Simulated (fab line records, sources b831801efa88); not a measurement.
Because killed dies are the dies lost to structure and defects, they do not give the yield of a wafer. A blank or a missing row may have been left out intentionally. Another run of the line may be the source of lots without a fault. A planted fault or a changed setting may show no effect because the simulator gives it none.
Which tool is to blame? + flow gf180mcu + Sampling: 14 lots, 42 wafers, 5 of 602 route steps

== WHAT THE GAUGES SHOWED, per wafer ==
GF_HV_LDD_THK_MEAS_55. Usual: HV_LDD_CVD_54_THK 9.98 nm, standard deviation 0.12.
| lot  | measured     | on            | HV_LDD_CVD_54_THK (nm) | flag |
|------|--------------|---------------|------------------------|------|
| L643 | day 12 18:13 | film metro-03 | 9.90 10.02 9.96        |      |
| L644 | day 13 03:17 | film metro-01 | 10.11 10.07 10.07      |      |
| L646 | day 13 16:28 | film metro-01 | 10.13 9.99 10.05       |      |
| L647 | day 13 23:12 | film metro-03 | 10.02 9.94 10.13       |      |
| L648 | day 14 07:11 | film metro-01 | 10.09 10.01 10.03      |      |
| L649 | day 14 11:16 | film metro-04 | 10.06 10.07 9.93       |      |
| L650 | day 14 17:01 | film metro-03 | 10.18 10.08 10.06      |      |
| L651 | day 15 07:55 | film metro-01 | 9.90 9.71 9.72         |      |
| L652 | day 15 13:54 | film metro-01 | 9.90 9.91 9.81         |      |
| L654 | day 16 05:29 | film metro-03 | 9.95 9.93 10.04        |      |
| L655 | day 16 10:32 | film metro-03 | 10.24 10.17 10.07      |      |
| L662 | day 18 23:06 | film metro-03 | 9.99 10.01 9.91        |      |
| L665 | day 19 18:23 | film metro-01 | 9.80 9.97 9.91         |      |
| L666 | day 20 04:42 | film metro-04 | 9.77 9.68 9.84         |      |

GF_PSD_TW_MEAS_11. Usual: PSD_TW 3173, standard deviation 15.
| lot  | measured     | on            | PSD_TW         | flag |
|------|--------------|---------------|----------------|------|
| L643 | day 14 14:20 | film metro-04 | 3173 3168 3172 |      |
| L644 | day 14 22:52 | film metro-04 | 3182 3169 3167 |      |
| L646 | day 15 12:59 | film metro-01 | 3170 3158 3172 |      |
| L647 | day 15 19:53 | film metro-04 | 3176 3167 3160 |      |
| L648 | day 16 04:15 | film metro-02 | 3181 3190 3173 |      |
| L649 | day 16 09:48 | film metro-01 | 3158 3154 3141 |      |
| L650 | day 16 15:00 | film metro-02 | 3186 3171 3177 |      |
| L651 | day 17 07:14 | film metro-04 | 3176 3187 3161 |      |
| L652 | day 17 12:59 | film metro-04 | 3178 3182 3169 |      |
| L654 | day 18 05:55 | film metro-02 | 3175 3167 3177 |      |
| L655 | day 18 10:46 | film metro-02 | 3187 3167 3182 |      |
| L662 | day 21 01:14 | film metro-04 | 3193 3182 3182 |      |
| L665 | day 21 20:20 | film metro-02 | 3191 3184 3195 |      |
| L666 | day 22 05:58 | film metro-02 | 3184 3173 3180 |      |

GF_SAB_THK_MEAS_01. Usual: SAB_CVD_00_THK 50.3 nm, standard deviation 0.75.
| lot  | measured     | on            | SAB_CVD_00_THK (nm) | flag |
|------|--------------|---------------|---------------------|------|
| L643 | day 14 14:47 | film metro-02 | 50.5 49.8 51.6      |      |
| L644 | day 14 23:24 | film metro-02 | 50.5 50.1 50.7      |      |
| L646 | day 15 13:26 | film metro-02 | 50.0 50.7 51.5      |      |
| L647 | day 15 20:20 | film metro-02 | 49.8 49.6 51.1      |      |
| L648 | day 16 04:42 | film metro-03 | 50.5 51.1 51.5      |      |
| L649 | day 16 10:16 | film metro-03 | 50.6 51.1 50.6      |      |
| L650 | day 16 15:28 | film metro-02 | 50.6 50.9 50.6      |      |
| L651 | day 17 07:41 | film metro-02 | 49.8 51.0 51.2      |      |
| L652 | day 17 13:26 | film metro-03 | 49.8 50.5 49.7      |      |
| L654 | day 18 06:25 | film metro-02 | 49.2 49.9 50.8      |      |
| L655 | day 18 11:13 | film metro-03 | 49.6 49.6 49.8      |      |
| L662 | day 21 01:41 | film metro-04 | 73.4 72.9 74.5      | OFF  |
| L665 | day 21 20:47 | film metro-04 | 73.9 74.0 75.1      | OFF  |
| L666 | day 22 06:25 | film metro-04 | 50.2 50.0 50.7      |      |

GF_CONTACT_THK_MEAS_03. Usual: CONTACT_CVD_02_THK 869 nm, standard deviation 12.
| lot  | measured     | on            | CONTACT_CVD_02_THK (nm) | flag |
|------|--------------|---------------|-------------------------|------|
| L643 | day 15 12:53 | film metro-03 | 862 862 871             |      |
| L644 | day 15 22:19 | film metro-04 | 885 866 881             |      |
| L646 | day 16 12:53 | film metro-01 | 866 888 872             |      |
| L647 | day 16 19:20 | film metro-01 | 854 867 877             |      |
| L648 | day 17 04:23 | film metro-03 | 874 868 879             |      |
| L649 | day 17 10:22 | film metro-04 | 853 871 870             |      |
| L650 | day 17 15:08 | film metro-04 | 853 860 886             |      |
| L651 | day 18 07:37 | film metro-04 | 852 887 879             |      |
| L652 | day 18 13:25 | film metro-01 | 861 861 872             |      |
| L654 | day 19 07:37 | film metro-01 | 846 880 877             |      |
| L655 | day 19 12:29 | film metro-01 | 853 858 872             |      |
| L662 | day 22 02:33 | film metro-03 | 883 868 885             |      |
| L665 | day 22 20:55 | film metro-01 | 878 874 889             |      |
| L666 | day 23 06:55 | film metro-04 | 866 855 886             |      |

== TOOL THAT RAN EACH LOT (tool first, then ch and the chambers of the sampled wafers, then the start) ==
| lot  | GF_SAB_CVD_00                   |
|------|---------------------------------|
| L643 | pecvd-02 ch 0,1,2, day 14 14:46 |
| L644 | pecvd-02 ch 0,1,2, day 14 23:23 |
| L646 | pecvd-02 ch 1,2, day 15 13:25   |
| L647 | pecvd-02 ch 0,1,2, day 15 20:19 |
| L648 | pecvd-02 ch 0,1, day 16 04:40   |
| L649 | pecvd-02 ch 0,2, day 16 10:13   |
| L650 | pecvd-04 ch 0,1,2, day 16 15:25 |
| L651 | pecvd-03 ch 0,1, day 17 07:39   |
| L652 | pecvd-02 ch 0,1,2, day 17 13:25 |
| L654 | pecvd-04 ch 0,1,2, day 18 06:23 |
| L655 | pecvd-04 ch 0,1,2, day 18 11:12 |
| L662 | pecvd-04 ch 0,2, day 21 01:40   |
| L665 | pecvd-04 ch 0,2, day 21 20:46   |
| L666 | pecvd-03 ch 0,2, day 22 06:23   |
- GF_SAB_CVD_00: deposits SiO2 from TEOS, target thk 50 nm, time 4.9302 s.

== WHAT THE TOOLS THEMSELVES READ (means of the sampled wafers that have a number; where no wafer has one, the mark that the record gives instead) ==
GF_SAB_CVD_00. Usual: heater power w 689 W, standard deviation 87; susceptor temp C 399.97 C, standard deviation 0.2.
| lot  | tool     | heater power w (W) | susceptor temp C (C) | flag |
|------|----------|--------------------|----------------------|------|
| L643 | pecvd-02 | 751                | 400.06               |      |
| L644 | pecvd-02 | 719                | 400.02               |      |
| L646 | pecvd-02 | 701                | 400.15               |      |
| L647 | pecvd-02 | 685                | 399.93               |      |
| L648 | pecvd-02 | 696                | 399.88               |      |
| L649 | pecvd-02 | 671                | 400.01               |      |
| L650 | pecvd-04 | 682                | 399.92               |      |
| L651 | pecvd-03 | 650                | 399.80               |      |
| L652 | pecvd-02 | 686                | 399.94               |      |
| L654 | pecvd-04 | 628                | 399.95               |      |
| L655 | pecvd-04 | 646                | 399.94               |      |
| L662 | pecvd-04 | 629                | 399.95               |      |
| L665 | pecvd-04 | 586                | 400.04               |      |
| L666 | pecvd-03 | 649                | 400.11               |      |

== THE ANSWER, worked out from the rows above alone ==
Rule: a lot counts as off when the mean over its wafers that have a number is more than 3 standard deviations away from the usual mean. Also off: a lot with no number at a reading for which 4 or more lots have one. All remaining lots with rows at the step are treated as sound. The gauges are gone through in route order, then the tools' own readings, and for those a lot's mean is taken as printed above. At the first step where some lot is off, the reading lying furthest off is the one used; lots without a number count as furthest.
Off: at GF_SAB_THK_MEAS_01 (SAB_CVD_00_THK), L662, L665.
A tool fits if, at a process step before that reading, it ran every lot that is off, and no sound lot after the first of them. Gauges at GF_SAB_THK_MEAS_01: tried the same way as those tools. One candidate fits, namely pecvd-04 at GF_SAB_CVD_00. Its last sound lot is L655 (day 18 11:12), its first lot that is off L662 (day 21 01:40): a fault that began between those two fits.

== WHAT THE SIMULATOR HAD INSERTED ==
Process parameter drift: pecvd-04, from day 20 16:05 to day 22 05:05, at GF_SAB_CVD_00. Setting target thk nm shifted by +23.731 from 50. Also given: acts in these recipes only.
Struck lots among those shown: L662, L665. This agrees with what the rule above found.
